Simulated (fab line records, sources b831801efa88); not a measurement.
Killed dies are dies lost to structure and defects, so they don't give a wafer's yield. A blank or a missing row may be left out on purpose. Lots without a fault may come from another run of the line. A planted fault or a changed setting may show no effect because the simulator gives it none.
Which tool did it? | flow gf180mcu | 11 lots, 33 wafers sampled, at 5 steps of a route of 602

WHAT THE GAUGES READ, wafer by wafer
GF_V3_THK_MEAS_03.
lot  | measured     | on            | V3_CVD_02_THK (nm)
L416 | day 21 21:49 | film_metro-02 | 823 809 847
L417 | day 22 13:20 | film_metro-02 | 826 846 838
L420 | day 23 21:56 | film_metro-04 | 849 836 858
L422 | day 24 07:04 | film_metro-04 | 838 821 850
L425 | day 25 06:13 | film_metro-01 | 820 833 833
L427 | day 25 16:29 | film_metro-01 | 810 821 840
L429 | day 26 09:46 | film_metro-01 | 963 953 973
L430 | day 26 18:25 | film_metro-04 | 947 963 953
L433 | day 27 18:02 | film_metro-01 | 847 839 846
L437 | day 28 19:10 | film_metro-02 | 828 880 870
L438 | day 29 02:01 | film_metro-04 | 823 837 844

GF_V3_CD_MEAS_14: target cd 260 nm.
lot  | measured     | on        | cd_nm (nm)
L416 | day 22 22:10 | cd_sem-01 | 260.5 261.6 260.8
L417 | day 23 12:52 | cd_sem-02 | 260.1 260.0 258.4
L420 | day 24 20:14 | cd_sem-01 | 259.0 258.0 259.9
L422 | day 25 05:52 | cd_sem-02 | 261.1 261.0 261.4
L425 | day 26 04:14 | cd_sem-02 | 260.8 260.5 260.6
L427 | day 26 13:43 | cd_sem-02 | 261.9 260.0 260.0
L429 | day 27 06:56 | cd_sem-01 | 262.8 260.5 261.8
L430 | day 27 14:47 | cd_sem-01 | 259.3 260.6 260.9
L433 | day 28 14:19 | cd_sem-01 | 261.1 260.4 260.8
L437 | day 29 14:25 | cd_sem-02 | 259.1 258.7 258.7
L438 | day 29 20:35 | cd_sem-02 | 261.7 261.0 261.3

WHICH TOOL RAN EACH LOT (tool, then ch and the chambers of the sampled wafers, then the start)
lot  | GF_M3_METAL_ETCH_16               | GF_V3_CVD_02                    | GF_V3_CMP_04
L416 | rie_metal-03 ch 0,1, day 21 20:57 | pecvd-04 ch 1,2, day 21 21:45   | cmp-02 ch 0,1,3, day 21 22:18
L417 | rie_metal-04 ch 1, day 22 12:27   | pecvd-02 ch 0,1,2, day 22 13:16 | cmp-01 ch 2,3, day 22 13:26
L420 | rie_metal-04 ch 0,1, day 23 21:04 | pecvd-02 ch 0,1,2, day 23 21:52 | cmp-01 ch 0,1,3, day 23 22:00
L422 | rie_metal-02 ch 1, day 24 05:43   | pecvd-04 ch 0,2, day 24 06:59   | cmp-01 ch 0,2,3, day 24 07:07
L425 | rie_metal-02 ch 1, day 25 05:17   | pecvd-04 ch 0,1, day 25 06:08   | cmp-01 ch 0,2,3, day 25 06:25
L427 | rie_metal-04 ch 0,1, day 25 15:37 | pecvd-04 ch 0,1, day 25 16:25   | cmp-01 ch 0,1,3, day 25 16:33
L429 | rie_metal-02 ch 1, day 26 08:51   | pecvd-04 ch 1,2, day 26 09:41   | cmp-02 ch 2,3, day 26 09:59
L430 | rie_metal-04 ch 0,1, day 26 17:30 | pecvd-04 ch 0,2, day 26 18:20   | cmp-02 ch 0,1,3, day 26 18:28
L433 | rie_metal-04 ch 1, day 27 17:02   | pecvd-02 ch 0,2, day 27 17:53   | cmp-02 ch 0,3, day 27 18:07
L437 | rie_metal-03 ch 0,1, day 28 18:19 | pecvd-03 ch 0,1,2, day 28 19:06 | cmp-01 ch 1,2, day 28 19:14
L438 | rie_metal-02 ch 0,1, day 29 01:10 | pecvd-02 ch 0,2, day 29 01:55   | cmp-02 ch 0,2, day 29 02:03
- GF_M3_METAL_ETCH_16: etches the open film in Cl2/BCl3, stops on SiO2, target depth 750.8 nm, time 121.5 s.
- GF_V3_CVD_02: deposits SiO2 from TEOS, target thk 850 nm, time 94.851 s.
- GF_V3_CMP_04: polishes SiO2.

WHAT THE TOOLS THEMSELVES READ (means of the sampled wafers that have a number; where no wafer has one, the mark that the record gives instead)
GF_M3_METAL_ETCH_16.
lot  | tool         | drypump_motor_current_A (A) | he_backside_leak_sccm (sccm) | oes_product_au (a.u.) | throttle_valve_pct (%)
L416 | rie_metal-03 | 5.9                         | 3.33                         | 0.990                 | 28.225
L417 | rie_metal-04 | 6.4                         | 3.69                         | 0.991                 | 28.222
L420 | rie_metal-04 | 6.4                         | 3.28                         | 0.997                 | 28.226
L422 | rie_metal-02 | 5.8                         | 3.15                         | 0.992                 | 28.224
L425 | rie_metal-02 | 5.8                         | 3.16                         | 0.992                 | 28.221
L427 | rie_metal-04 | 6.4                         | 3.18                         | 0.987                 | 28.234
L429 | rie_metal-02 | 5.9                         | 3.09                         | 0.978                 | 28.234
L430 | rie_metal-04 | 6.4                         | 3.24                         | 0.994                 | 28.238
L433 | rie_metal-04 | 6.3                         | 3.18                         | 0.984                 | 28.242
L437 | rie_metal-03 | 5.9                         | 3.42                         | 0.994                 | 28.215
L438 | rie_metal-02 | 5.8                         | 3.28                         | 0.980                 | 28.237

GF_V3_CVD_02.
lot  | tool     | heater_power_w (W)
L416 | pecvd-04 | 728
L417 | pecvd-02 | 648
L420 | pecvd-02 | 602
L422 | pecvd-04 | 677
L425 | pecvd-04 | 625
L427 | pecvd-04 | 709
L429 | pecvd-04 | 769
L430 | pecvd-04 | 682
L433 | pecvd-02 | 679
L437 | pecvd-03 | 721
L438 | pecvd-02 | 676

GF_V3_CMP_04.
lot  | tool   | motor_current_A (A) | slurry_filter_dp_kPa (kPa) | time_to_endpoint_s (s)
L416 | cmp-02 | 12.8                | 13.59                      | 72
L417 | cmp-01 | 12.7                | 13.39                      | 79
L420 | cmp-01 | 12.2                | 13.45                      | 83
L422 | cmp-01 | 12.6                | 13.50                      | 84
L425 | cmp-01 | 12.4                | 13.50                      | 77
L427 | cmp-01 | 12.0                | 13.52                      | 73
L429 | cmp-02 | 11.0                | 13.58                      | 116
L430 | cmp-02 | 12.2                | 13.44                      | 117
L433 | cmp-02 | 11.7                | 13.36                      | 76
L437 | cmp-01 | 12.5                | 13.48                      | 83
L438 | cmp-02 | 11.2                | 13.56                      | 70

THE ANSWER, worked out from the rows above alone
Rule: what is usual is taken from the lots themselves. Put in order of their means at a reading, lots are off if they are a third of the lots or fewer, leave a main group of 4 or more, and stand apart from it by a gap of 3 or more times the standard deviation of the main group's means; of several such gaps the widest counts. A main group whose means are all the same, to the digits that the tables above print for the reading, isn't used. A lot without any number at a reading at which 4 lots or more have one is off too. The other lots that the step has rows for count as sound. The gauges are gone through in route order, then the tools' own readings, and for those a lot's mean is taken as printed above. The first step at which some lot is off is used, and at that step the reading that is off furthest; a lot without a number counts as furthest.
Off: L429, L430, at GF_V3_THK_MEAS_03 (V3_CVD_02_THK). The main group: mean 837 nm, standard deviation 11.
A tool fits if, at a process step before that reading, it ran every lot that is off, and no sound lot after the first of them. The gauges at GF_V3_THK_MEAS_03 aren't tried: what is off there is off at GF_V3_CMP_04 too, on other tools, and a gauge's error can't cause that. One fits: pecvd-04 at GF_V3_CVD_02. Its last sound lot is L427 (day 25 16:25), its first lot that is off L429 (day 26 09:41): a fault that began between those two fits.

WHAT THE SIMULATOR HAD PUT IN
Process parameter drift: pecvd-04, from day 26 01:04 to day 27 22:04, at GF_V3_CVD_02. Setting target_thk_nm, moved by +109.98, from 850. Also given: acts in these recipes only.
Lots struck among those shown: L429, L430. The rule above found the same.
